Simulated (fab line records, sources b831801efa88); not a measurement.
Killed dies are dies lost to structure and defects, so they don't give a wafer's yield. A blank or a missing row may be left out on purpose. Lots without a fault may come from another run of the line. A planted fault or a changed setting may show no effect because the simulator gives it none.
Which tool did it? | flow sky130 | 12 lots, 36 wafers sampled, at 3 steps of a route of 708

WHAT THE GAUGES READ, wafer by wafer
SKY_CAP2M_RS_MEAS_03: measures by four-point-probe.
lot  | measured     | on            | CAP2M_TIN_RS (ohm/sq)
L867 | day 40 08:04 | film_metro-02 | 6.95 6.84 6.91
L868 | day 41 05:14 | film_metro-02 | 7.02 7.03 7.00
L869 | day 41 07:50 | film_metro-01 | 6.95 6.85 6.91
L872 | day 41 15:15 | film_metro-01 | 6.83 6.82 6.84
L873 | day 41 19:13 | film_metro-04 | 6.98 7.06 7.03
L871 | day 41 21:17 | film_metro-02 | 7.02 7.03 6.96
L875 | day 42 13:59 | film_metro-04 | 7.08 6.99 6.91
L877 | day 43 01:22 | film_metro-01 | 7.09 7.04 7.04
L878 | day 43 03:19 | film_metro-02 | 7.04 7.03 7.00
L879 | day 43 09:19 | film_metro-04 | 6.75 6.80 6.79
L883 | day 44 09:17 | film_metro-04 | 4.27 6.69 6.72
L890 | day 45 19:51 | film_metro-04 | 6.92 6.91 7.09

SKY_CAP2M_THK_MEAS_04: measures by xrf.
lot  | measured     | on            | CAP2M_TIN_THK (nm)
L867 | day 40 08:11 | film_metro-02 | 199.2 202.7 200.6
L868 | day 41 05:21 | film_metro-02 | 198.0 197.8 198.8
L869 | day 41 07:57 | film_metro-01 | 199.6 202.0 200.3
L872 | day 41 15:22 | film_metro-01 | 202.1 203.0 202.3
L873 | day 41 19:20 | film_metro-04 | 198.5 196.1 197.8
L871 | day 41 21:24 | film_metro-02 | 197.6 197.9 199.8
L875 | day 42 14:07 | film_metro-04 | 196.6 198.3 200.9
L877 | day 43 01:29 | film_metro-01 | 195.6 196.6 196.4
L878 | day 43 03:25 | film_metro-02 | 197.9 198.5 199.5
L879 | day 43 09:25 | film_metro-04 | 205.7 204.4 205.5
L883 | day 44 09:24 | film_metro-04 | 322.2 208.3 206.4
L890 | day 45 19:58 | film_metro-04 | 200.3 201.1 196.8

WHICH TOOL RAN EACH LOT (tool, then ch and the chambers of the sampled wafers, then the start)
lot  | SKY_CAP2M_SPUTTER_02
L867 | pvd_sputter-02, day 40 07:57
L868 | pvd_sputter-02, day 41 05:07
L869 | pvd_sputter-04, day 41 07:43
L872 | pvd_sputter-03, day 41 15:08
L873 | pvd_sputter-04, day 41 19:07
L871 | pvd_sputter-02, day 41 21:10
L875 | pvd_sputter-03, day 42 13:53
L877 | pvd_sputter-02, day 43 01:15
L878 | pvd_sputter-02, day 43 03:10
L879 | pvd_sputter-03, day 43 09:10
L883 | pvd_sputter-03, day 44 09:10
L890 | pvd_sputter-04, day 45 19:43
- SKY_CAP2M_SPUTTER_02: material TiN, target thk 200 nm, time 166.7 s.

WHAT THE TOOLS THEMSELVES READ (means of the sampled wafers that have a number; where no wafer has one, the mark that the record gives instead)
SKY_CAP2M_SPUTTER_02.
lot  | tool           | throttle_valve_pct (%)
L867 | pvd_sputter-02 | 28.9
L868 | pvd_sputter-02 | 29.1
L869 | pvd_sputter-04 | 29.6
L872 | pvd_sputter-03 | 30.2
L873 | pvd_sputter-04 | 28.6
L871 | pvd_sputter-02 | 28.1
L875 | pvd_sputter-03 | 30.5
L877 | pvd_sputter-02 | 29.1
L878 | pvd_sputter-02 | 28.7
L879 | pvd_sputter-03 | 29.8
L883 | pvd_sputter-03 | 30.1
L890 | pvd_sputter-04 | 29.1

THE ANSWER, worked out from the rows above alone
Rule: what is usual is taken from the lots themselves. Put in order of their means at a reading, lots are off if they are a third of the lots or fewer, leave a main group of 4 or more, and stand apart from it by a gap of 3 or more times the standard deviation of the main group's means; of several such gaps the widest counts. A main group whose means are all the same, to the digits that the tables above print for the reading, isn't used. A lot without any number at a reading at which 4 lots or more have one is off too. The other lots that the step has rows for count as sound. The gauges are gone through in route order, then the tools' own readings, and for those a lot's mean is taken as printed above. The first step at which some lot is off is used, and at that step the reading that is off furthest; a lot without a number counts as furthest.
Off: L883, at SKY_CAP2M_RS_MEAS_03 (CAP2M_TIN_RS). The main group: mean 6.95 ohm/sq, standard deviation 0.085.
A tool fits if, at a process step before that reading, it ran every lot that is off, and no sound lot after the first of them. The gauges at SKY_CAP2M_RS_MEAS_03 are tried like those tools. One fits: pvd_sputter-03 at SKY_CAP2M_SPUTTER_02. Its last sound lot is L879 (day 43 09:10), its first lot that is off L883 (day 44 09:10): a fault that began between those two fits.

WHAT THE SIMULATOR HAD PUT IN
Process parameter drift: pvd_sputter-03, from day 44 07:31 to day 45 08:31, at SKY_CAP2M_SPUTTER_02. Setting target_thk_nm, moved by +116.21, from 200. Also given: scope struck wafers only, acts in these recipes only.
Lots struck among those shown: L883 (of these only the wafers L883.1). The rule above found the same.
